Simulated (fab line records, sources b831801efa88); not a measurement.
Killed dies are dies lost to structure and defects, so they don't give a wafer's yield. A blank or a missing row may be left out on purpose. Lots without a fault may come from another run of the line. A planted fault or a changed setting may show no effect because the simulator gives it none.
fab line records | flow sky130
record lots=6 wafers=18 last_day=49
route steps=708 shown METAL5@662 PAD_OPEN@708
lots that met no fault: from a run of the same line without faults
start_h: hours from the record's first day to the start of the lot's first wafer shown | wait_h: hours since the lot's step before | " the same as in the row above | L1.1+2: a row that stands for several wafers | - no value, or no start given | * or withheld: withheld | < > ~ a bound
route shown NAME@n: a module of which the file shows steps, and the number in the route of the first | usual: mean/standard deviation of fault-free wafers | same: alike in all rows | chamber/n: place in a boat | sites: the reading at each site | _std_site: their standard deviation | _edge_site: outer sites' mean less inner sites' | radius_mm: how far each site lies from the wafer's centre | mask NAME#n: copy n | behind: the tool/chamber that last shaped the wafer | hold: why the lot was held/for how many hours/how that ended | device: the transistor (n, p or np) that didn't switch | end of line: the same wafers' tests at the end of the route | a step without rows: its recipe alone | killed: dies lost to structure and defects at the first sort, not the wafer's yield | map: a wafer's dies, x killed, . not, _ none there
set.NAME: the setting as run; set.NAME@STEP: as run at that earlier step | model.NAME: the simulator's own value behind a step, which no gauge read
lots at some steps of the route; a table a step, a row a wafer
services: from which hour (start_h, from the record's first day; less than 0 if before it) a tool's chamber was out of use, for how many hours, and why
## steps
# step SKY_METAL5_SPUTTER_01
# recipe material=TiN target_thk_nm=20 power_w=6500 time_s=16.7 chamber_pressure_pa=0.4
# usual throttle_valve_pct=30.2/0.7
# columns lot.wafer tool chamber start_h wait_h throttle_valve_pct
L944.1 pvd_sputter-02 - 1037.73 0.0 29.9
L944.3 " - " " 29.3
L944.6 " - " " 29.5
L946.2 pvd_sputter-02 - 1045.37 0.0 29.7
L946.4 " - " " 29.9
L946.5 " - " " 30.0
L949.3 pvd_sputter-03 - 1078.94 0.0 29.6
L949.4 " - " " 29.9
L949.6 " - " " 29.4
L951.1 pvd_sputter-01 - 1082.73 0.0 29.9
L951.4 " - " " 31.0
L951.6 " - " " 31.6
L959.1 pvd_sputter-02 - 1122.31 0.0 29.7
L959.5 " - " " 29.5
L959.6 " - " " 29.9
L960.2 pvd_sputter-01 - 1129.63 0.0 29.8
L960.4 " - " " 30.7
L960.6 " - " " 30.6
# step SKY_METAL5_SPUTTER_02
# recipe material=AlCu target_thk_nm=1150 power_w=10600 time_s=61.2 chamber_pressure_pa=0.4
# usual throttle_valve_pct=30.2/0.7
# columns lot.wafer tool chamber start_h wait_h throttle_valve_pct
L944.1 pvd_sputter-02 - 1037.75 0.0 30.0
L944.3 " - " " 29.6
L944.6 " - " " 29.6
L946.2 pvd_sputter-02 - 1045.40 0.0 29.7
L946.4 " - " " 30.1
L946.5 " - " " 29.8
L949.3 pvd_sputter-03 - 1078.97 0.0 29.7
L949.4 " - " " 30.0
L949.6 " - " " 29.4
L951.1 pvd_sputter-01 - 1082.76 0.0 30.0
L951.4 " - " " 30.7
L951.6 " - " " 31.2
L959.1 pvd_sputter-02 - 1122.34 0.0 29.7
L959.5 " - " " 29.6
L959.6 " - " " 30.0
L960.2 pvd_sputter-01 - 1129.65 0.0 29.9
L960.4 " - " " 31.1
L960.6 " - " " 31.0
# step SKY_METAL5_SPUTTER_03
# recipe material=Ti target_thk_nm=5 power_w=3000 time_s=3.3 chamber_pressure_pa=0.4
# usual throttle_valve_pct=30.2/0.68
# columns lot.wafer tool chamber start_h wait_h throttle_valve_pct
L944.1 pvd_sputter-02 - 1037.80 0.0 30.2
L944.3 " - " " 29.2
L944.6 " - " " 29.6
L946.2 pvd_sputter-02 - 1045.45 0.0 29.5
L946.4 " - " " 30.1
L946.5 " - " " 30.0
L949.3 pvd_sputter-03 - 1079.02 0.0 29.8
L949.4 " - " " 30.0
L949.6 " - " " 29.3
L951.1 pvd_sputter-01 - 1082.81 0.0 30.2
L951.4 " - " " 30.7
L951.6 " - " " 31.7
L959.1 pvd_sputter-02 - 1122.39 0.0 29.9
L959.5 " - " " 29.8
L959.6 " - " " 30.1
L960.2 pvd_sputter-01 - 1129.70 0.0 30.1
L960.4 " - " " 30.9
L960.6 " - " " 30.7
# step SKY_METAL5_SPUTTER_04
# recipe material=TiN target_thk_nm=70 power_w=6500 time_s=58.3 chamber_pressure_pa=0.4
# usual throttle_valve_pct=30.2/0.68
# columns lot.wafer tool chamber start_h wait_h throttle_valve_pct
L944.1 pvd_sputter-02 - 1037.82 0.0 29.9
L944.3 " - " " 29.1
L944.6 " - " " 29.5
L946.2 pvd_sputter-02 - 1045.47 0.0 29.9
L946.4 " - " " 29.8
L946.5 " - " " 30.4
L949.3 pvd_sputter-03 - 1079.04 0.0 29.5
L949.4 " - " " 29.8
L949.6 " - " " 29.9
L951.1 pvd_sputter-01 - 1082.82 0.0 29.8
L951.4 " - " " 30.5
L951.6 " - " " 31.3
L959.1 pvd_sputter-02 - 1122.41 0.0 30.1
L959.5 " - " " 29.7
L959.6 " - " " 29.8
L960.2 pvd_sputter-01 - 1129.72 0.0 30.0
L960.4 " - " " 30.7
L960.6 " - " " 31.0
# step SKY_METAL5_RS_MEAS_05
# recipe thk_meas_gauge=four-point-probe reads=TiN_of_METAL5_SPUTTER_04+Ti_of_METAL5_SPUTTER_03+AlCu_of_METAL5_SPUTTER_02+TiN_of_METAL5_SPUTTER_01+Ti_of_METAL5_SPUTTER_00
# usual METAL5_ALCU_RS=0.0271/0.00035
# columns lot.wafer tool chamber start_h wait_h METAL5_ALCU_RS[ohm/sq]
L944.1 film_metro-03 - 1037.87 0.0 0.0267
L944.3 " - " " 0.0270
L944.6 " - " " 0.0269
L946.2 film_metro-01 - 1045.54 0.0 0.0268
L946.4 " - " " 0.0269
L946.5 " - " " 0.0268
L949.3 film_metro-01 - 1079.14 0.1 0.0269
L949.4 " - " " 0.0272
L949.6 " - " " 0.0276
L951.1 film_metro-03 - 1082.89 0.0 0.0275
L951.4 " - " " 0.0274
L951.6 " - " " 0.0272
L959.1 film_metro-02 - 1122.46 0.0 0.0271
L959.5 " - " " 0.0271
L959.6 " - " " 0.0273
L960.2 film_metro-03 - 1129.79 0.0 0.0272
L960.4 " - " " 0.0270
L960.6 " - " " 0.0269
# step SKY_METAL5_THK_MEAS_06
# recipe thk_meas_gauge=xrf reads=AlCu_of_METAL5_SPUTTER_02
# usual METAL5_ALCU_THK=1151/15
# columns lot.wafer tool chamber start_h wait_h METAL5_ALCU_THK[nm]
L944.1 film_metro-03 - 1037.99 0.1 1161
L944.3 " - " " 1144
L944.6 " - " " 1151
L946.2 film_metro-01 - 1045.65 0.1 1155
L946.4 " - " " 1161
L946.5 " - " " 1171
L949.3 film_metro-01 - 1079.24 0.1 1160
L949.4 " - " " 1162
L949.6 " - " " 1140
L951.1 film_metro-03 - 1083.01 0.1 1125
L951.4 " - " " 1126
L951.6 " - " " 1145
L959.1 film_metro-02 - 1122.58 0.1 1150
L959.5 " - " " 1151
L959.6 " - " " 1138
L960.2 film_metro-03 - 1129.90 0.1 1150
L960.4 " - " " 1156
L960.6 " - " " 1165
# step SKY_METAL5_DEHYDRATE_07
# recipe temp_c=200 time_s=60
# step SKY_METAL5_HMDS_08
# recipe prime_time_s=60 prime_temp_c=120
# step SKY_METAL5_COAT_09
# recipe resist=NOVOLAK spin_rpm=3000 resist_thk_nm=1800
# step SKY_METAL5_SOFTBAKE_10
# recipe temp_c=90 time_s=60 resist=NOVOLAK
# step SKY_METAL5_EXPOSE_11
# recipe mask_id=MM5 na=0.6 source_shape=conventional sigma_outer=0.6 polarization=unpolarized target_cd_nm=1600 dose_mj=190
# step SKY_METAL5_PEB_12
# recipe temp_c=withheld time_s=* resist=NOVOLAK
# step SKY_METAL5_DEVELOP_13
# recipe resist=NOVOLAK developer=TMAH develop_time_s=60 dev_temp_c=23
# usual developer_temp_C=23.04/0.11
# columns lot.wafer tool chamber start_h wait_h developer_temp_C
L944.1 litho_track-03 0 1059.67 0.1 23.07
L944.3 " 0 " " 23.11
L944.6 " 0 " " 22.96
L946.2 litho_track-03 0 1066.94 0.1 23.24
L946.4 " 0 " " 23.10
L946.5 " 0 " " 23.04
L949.3 litho_track-02 0 1098.48 0.1 23.14
L949.4 " 0 " " 23.23
L949.6 " 0 " " 23.11
L951.1 litho_track-04 0 1102.53 0.1 23.05
L951.4 " 0 " " 22.89
L951.6 " 0 " " 22.82
L959.1 litho_track-03 0 1141.92 0.1 23.03
L959.5 " 0 " " 23.05
L959.6 " 0 " " 23.18
L960.2 litho_track-04 0 1148.75 0.1 22.98
L960.4 " 0 " " 22.97
L960.6 " 0 " " 22.81
# step SKY_METAL5_DESCUM_14
# recipe chemistry=O2 source_power_w=150 bias_power_w=0 pressure_mtorr=10 temp_c=40 time_s=11
# usual drypump_motor_current_A=5.89/0.28 oes_product_au=1.004/0.011 temp_c=40.00/0.11
# columns lot.wafer tool chamber start_h wait_h drypump_motor_current_A oes_product_au rf_hours_counter_h temp_c model.METAL5.cd_nm
L944.1 rie_metal-02 0 1059.82 0.1 6.54 1.004 16 40.07 1612
L944.3 " 0 " " 6.52 1.002 - 39.92 1613
L944.6 " 0 " " 6.52 1.008 - 39.91 1611
L946.2 rie_metal-03 1 1067.07 0.1 5.61 1.008 2 40.01 1612
L946.4 " 1 " " 5.62 1.016 - 40.12 1610
L946.5 " 1 " " 5.62 1.001 - 40.31 1611
L949.3 rie_metal-02 1 1098.59 0.1 6.07 0.992 - 40.03 1601
L949.4 " 0 " " 6.50 1.001 - 39.96 1601
L949.6 " 1 " " 6.07 0.980 - 39.91 1602
L951.1 rie_metal-03 0 1102.68 0.1 5.94 1.003 7 40.22 1597
L951.4 " 1 " " 5.62 1.007 - 39.93 1599
L951.6 " 0 " " 5.96 0.984 - 40.12 1595
L959.1 rie_metal-02 1 1142.07 0.1 6.08 0.979 16 39.95 1602
L959.5 " 1 " " 6.10 0.987 - 40.11 1601
L959.6 " 0 " " 6.54 0.999 - 39.93 1601
L960.2 rie_metal-03 1 1148.88 0.1 5.65 1.009 8 39.66 1600
L960.4 " 1 " " 5.62 1.002 - 39.90 1600
L960.6 " 0 " " 5.97 1.014 - 39.89 1600
# step SKY_METAL5_METAL_ETCH_15
# recipe target_depth_a=12600 stop_on=SiO2 over_etch_frac=0.2 time_s=252 chemistry=Cl2/BCl3 resist_sidewall_deg=86 pressure_mtorr=10 icp_w=900 bias_w=48.5 Cl2_flow_sccm=60 bcl3_flow_sccm=30
# usual bcl3_flow_sccm=30.01/0.093 drypump_motor_current_A=5.88/0.27 oes_product_au=0.894/0.0054 throttle_valve_pct=22.263/0.009
# same over_etch_frac=0.2
# columns lot.wafer tool chamber start_h wait_h bcl3_flow_sccm drypump_motor_current_A oes_product_au rf_hours_counter_h throttle_valve_pct
L944.1 rie_metal-02 0 1059.85 0.0 30.07 6.54 0.903 16 22.266
L944.3 " 0 " " 30.10 6.55 0.894 - 22.264
L944.6 " 0 " " 30.11 6.52 0.892 - 22.259
L946.2 rie_metal-03 1 1067.10 0.0 29.90 5.62 0.893 2 22.279
L946.4 " 1 " " 29.96 5.62 0.906 - 22.268
L946.5 " 1 " " 29.99 5.62 0.886 - 22.267
L949.3 rie_metal-02 1 1098.69 0.1 29.96 6.08 0.895 - 22.250
L949.4 " 0 " " 30.02 6.55 0.890 - 22.278
L949.6 " 1 " " 30.08 6.08 0.893 - 22.270
L951.1 rie_metal-03 0 1102.71 0.0 29.96 6.00 0.892 7 22.264
L951.4 " 1 " " 29.92 5.63 0.888 - 22.282
L951.6 " 0 " " 30.08 5.97 0.889 - 22.260
L959.1 rie_metal-02 1 1142.11 0.0 29.89 6.09 0.884 16 22.265
L959.5 " 1 " " 30.03 6.10 0.895 - 22.266
L959.6 " 0 " " 30.07 6.53 0.891 - 22.264
L960.2 rie_metal-03 1 1148.91 0.0 29.88 5.64 0.890 8 22.258
L960.4 " 1 " " 29.92 5.63 0.890 - 22.263
L960.6 " 0 " " 29.89 5.95 0.903 - 22.257
# step SKY_PAD_OPEN_PROBE_99
# usual defect_limited_yield=82.5/1.9 killed_at_M0_to_M3=43/6.4 killed_at_M4_up=2.9/1.7 killed_at_contacts=24/5 killed_at_front_end=15/4 killed_at_other=0.4/0.62 killed_dies=86/9.3 killed_on_rim=17/3.5 killed_open=47/6.8 killed_short=38/5.8 sort_bin_3_pad_short=0.9/0.42 sort_bin_5_function=10.3/1.5 sort_bin_6_memory=6.3/1.1 sort_n_pass=406/9.3 sort_yield_pct=82.5/1.9
# same gross_dies=492 killed_at_back_side=0 sort_bin_4_leakage[%]=0 sort_bin_8_speed[%]=0
# columns lot.wafer tool chamber start_h wait_h defect_limited_yield[%] killed_at_M0_to_M3 killed_at_M4_up killed_at_contacts killed_at_front_end killed_at_other killed_dies killed_on_rim killed_open killed_short sort_bin_3_pad_short[%] sort_bin_5_function[%] sort_bin_6_memory[%] sort_n_pass sort_yield_pct[%]
L944.1 prober-01 - 1104.69 0.1 82.1 50 8 22 8 0 88 18 47 41 0.8 10.4 6.7 404 82.1
L944.3 prober-01 - 1104.79 0.2 80.1 52 3 30 13 0 98 24 57 41 0.4 12.8 6.7 394 80.1
L944.6 prober-01 - 1104.94 0.2 81.9 39 4 25 21 0 89 16 49 39 0.4 12.2 5.5 403 81.9
L946.2 prober-01 - 1111.07 0.1 80.7 47 2 30 16 0 95 19 48 47 1.2 12.8 5.3 397 80.7
L946.4 prober-01 - 1111.17 0.2 85.2 37 1 21 14 0 73 11 40 33 1.2 9.3 4.3 419 85.2
L946.5 prober-01 - 1111.22 0.2 81.9 48 4 20 17 0 89 24 51 38 0.6 12.0 5.5 403 81.9
L949.3 prober-02 - 1140.80 0.2 83.1 40 0 27 16 0 83 13 46 35 1.0 10.2 5.7 409 83.1
L949.4 prober-02 - 1140.85 0.2 82.3 43 5 19 20 0 87 12 41 44 0.6 10.8 6.3 405 82.3
L949.6 prober-02 - 1140.95 0.2 83.1 48 2 23 10 0 83 18 48 35 1.0 8.9 6.9 409 83.1
L951.1 prober-01 - 1144.80 0.1 79.7 59 4 21 16 0 100 18 55 45 1.0 11.6 7.7 392 79.7
L951.4 prober-01 - 1144.95 0.2 82.9 43 3 29 9 0 84 18 47 37 0.8 8.9 7.3 408 82.9
L951.6 prober-01 - 1145.05 0.2 80.7 44 3 24 23 1 95 19 54 41 1.8 12.0 5.5 397 80.7
L960.2 prober-02 - 1185.54 0.1 85.8 34 3 21 11 1 70 14 39 30 1.0 7.5 5.7 422 85.8
L960.4 prober-02 - 1185.64 0.2 83.3 39 5 26 11 1 82 16 48 34 1.2 9.8 5.7 410 83.3
L960.6 prober-02 - 1185.74 0.2 82.9 46 2 27 9 0 84 17 50 34 0.6 9.3 7.1 408 82.9
# killed by level:class
L944.1 VIA2:geometric_particle:open=12 VIA1:geometric_particle:open=10 METAL4:geometric_particle:short=7 LI_CONTACT:geometric_particle:open=6 CONTACT:geometric_particle:open=6 METAL1:geometric_particle:short=6 VIA3:geometric_particle:open=5 LI_CONTACT:geometric_particle:short=5
L944.3 VIA1:geometric_particle:open=19 CONTACT:geometric_particle:open=11 VIA2:geometric_particle:open=8 CONTACT:geometric_particle:short=6 VIA1:geometric_particle:short=5 LI_CONTACT:geometric_particle:open=4 LI_CONTACT:geometric_particle:short=4 LOCAL_INTERCONNECT:geometric_particle:short=4
L944.6 CONTACT:geometric_particle:open=14 VIA1:geometric_particle:open=8 VIA2:geometric_particle:open=7 FIELD_ISO:geometric_particle:open=6 VIA3:geometric_particle:open=6 FIELD_ISO:geometric_particle:short=5 LI_CONTACT:geometric_particle:open=4 CONTACT:geometric_particle:short=4
L946.2 CONTACT:geometric_particle:open=12 VIA2:geometric_particle:open=9 VIA3:geometric_particle:open=8 VIA1:geometric_particle:short=7 VIA1:geometric_particle:open=7 CONTACT:geometric_particle:short=6 FIELD_ISO:geometric_particle:short=5 POLY_GATE:geometric_particle:short=5
L946.4 VIA1:geometric_particle:open=10 LI_CONTACT:geometric_particle:open=6 CONTACT:geometric_particle:short=6 CONTACT:geometric_particle:open=5 VIA2:geometric_particle:open=5 VIA1:geometric_particle:short=5 VIA3:geometric_particle:open=4 FIELD_ISO:geometric_particle:short=3
L946.5 VIA1:geometric_particle:open=14 CONTACT:geometric_particle:open=8 LI_CONTACT:geometric_particle:open=6 VIA3:geometric_particle:open=6 VIA1:geometric_particle:short=5 METAL2:geometric_particle:short=5 FIELD_ISO:geometric_particle:short=4 POLY_GATE:geometric_particle:open=4
L949.3 VIA2:geometric_particle:open=10 LI_CONTACT:geometric_particle:open=9 VIA1:geometric_particle:open=8 CONTACT:geometric_particle:open=7 METAL1:geometric_particle:short=7 FIELD_ISO:geometric_particle:open=4 POLY_GATE:geometric_particle:short=4 CONTACT:geometric_particle:short=4
L949.4 METAL2:geometric_particle:short=12 FIELD_ISO:geometric_particle:short=6 CONTACT:geometric_particle:open=6 VIA1:geometric_particle:open=6 FIELD_ISO:geometric_particle:open=5 LI_CONTACT:geometric_particle:open=5 VIA2:geometric_particle:open=5 VIA1:geometric_particle:short=5
L949.6 CONTACT:geometric_particle:open=9 VIA1:geometric_particle:open=9 VIA2:geometric_particle:open=7 VIA3:geometric_particle:open=7 VIA2:geometric_particle:short=6 LI_CONTACT:geometric_particle:open=5 VIA1:geometric_particle:short=5 POLY_GATE:geometric_particle:open=4
L951.1 VIA1:geometric_particle:open=13 CONTACT:geometric_particle:open=8 VIA2:geometric_particle:open=8 METAL2:geometric_particle:short=6 VIA2:geometric_particle:short=6 VIA3:geometric_particle:open=6 FIELD_ISO:geometric_particle:short=5 VIA1:geometric_particle:short=5
L951.4 VIA1:geometric_particle:open=15 LI_CONTACT:geometric_particle:open=10 CONTACT:geometric_particle:open=10 METAL2:geometric_particle:short=7 VIA1:geometric_particle:short=5 FIELD_ISO:geometric_particle:open=4 CONTACT:geometric_particle:short=4 VIA3:geometric_particle:short=4
L951.6 CONTACT:geometric_particle:open=11 VIA1:geometric_particle:open=10 VIA2:geometric_particle:open=8 VIA1:geometric_particle:short=6 LI_CONTACT:geometric_particle:open=6 METAL1:geometric_particle:short=6 VIA3:geometric_particle:open=6 FIELD_ISO:geometric_particle:open=5
L960.2 CONTACT:geometric_particle:open=9 VIA1:geometric_particle:open=9 LI_CONTACT:geometric_particle:open=7 VIA1:geometric_particle:short=6 METAL1:geometric_particle:short=5 VIA2:geometric_particle:short=3 VIA2:geometric_particle:open=3 VIA3:geometric_particle:open=3
L960.4 VIA2:geometric_particle:open=10 LI_CONTACT:geometric_particle:open=9 CONTACT:geometric_particle:open=8 VIA1:geometric_particle:open=6 VIA1:geometric_particle:short=5 METAL2:geometric_particle:short=5 METAL4:geometric_particle:short=5 FIELD_ISO:geometric_particle:short=4
L960.6 LI_CONTACT:geometric_particle:open=11 VIA1:geometric_particle:open=10 VIA2:geometric_particle:open=9 CONTACT:geometric_particle:open=7 METAL1:geometric_particle:short=7 CONTACT:geometric_particle:short=4 VIA1:geometric_particle:short=4 VIA3:geometric_particle:open=4
## services
# columns tool chamber start_h hours kind
rie_metal-03 1 1021.45 - clean
rie_metal-03 1 1021.45 15.0 scheduled_down
rie_metal-03 1 1021.45 15.0 vent_cycle
pvd_sputter-03 - 1021.75 1.5 repair
pvd_sputter-03 - 1028.50 13.4 repair
pvd_sputter-01 0 1038.05 - consumable_replace:kit
pvd_sputter-01 0 1038.05 18.0 scheduled_down
pvd_sputter-01 0 1038.05 18.0 vent_cycle
rie_metal-03 - 1045.46 4.3 pm
rie_metal-02 - 1045.51 2.8 pm
rie_metal-02 - 1051.73 2.5 repair
pvd_sputter-03 2 1053.14 - consumable_replace:kit
pvd_sputter-03 2 1053.14 18.0 scheduled_down
pvd_sputter-03 2 1053.14 18.0 vent_cycle
pvd_sputter-02 - 1067.34 2.3 repair
pvd_sputter-02 1 1078.85 - consumable_replace:kit
pvd_sputter-02 1 1078.85 18.0 scheduled_down
pvd_sputter-02 1 1078.85 18.0 vent_cycle
pvd_sputter-03 - 1092.90 6.0 repair
pvd_sputter-02 - 1105.53 2.6 repair
pvd_sputter-01 3 1135.79 - consumable_replace:kit
pvd_sputter-01 3 1135.79 18.0 scheduled_down
pvd_sputter-01 3 1135.79 18.0 vent_cycle
pvd_sputter-03 - 1142.76 3.8 repair
## key
first_sign none at tools or gauges
model_effect step=SKY_METAL5_DESCUM_14 value=METAL5.cd_nm without=1602 struck=1612
met_at SKY_METAL5_DEVELOP_13
struck_wafers L944.1,L944.3,L944.6,L946.2,L946.4,L946.5
fault kind=process_parameter_drift tool=litho_track-03 chamber=- onset_h=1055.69 steps=SKY_METAL5_DEVELOP_13 channel=develop_time_s offset=* shape=step end_h=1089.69 acts_in=* stated=*
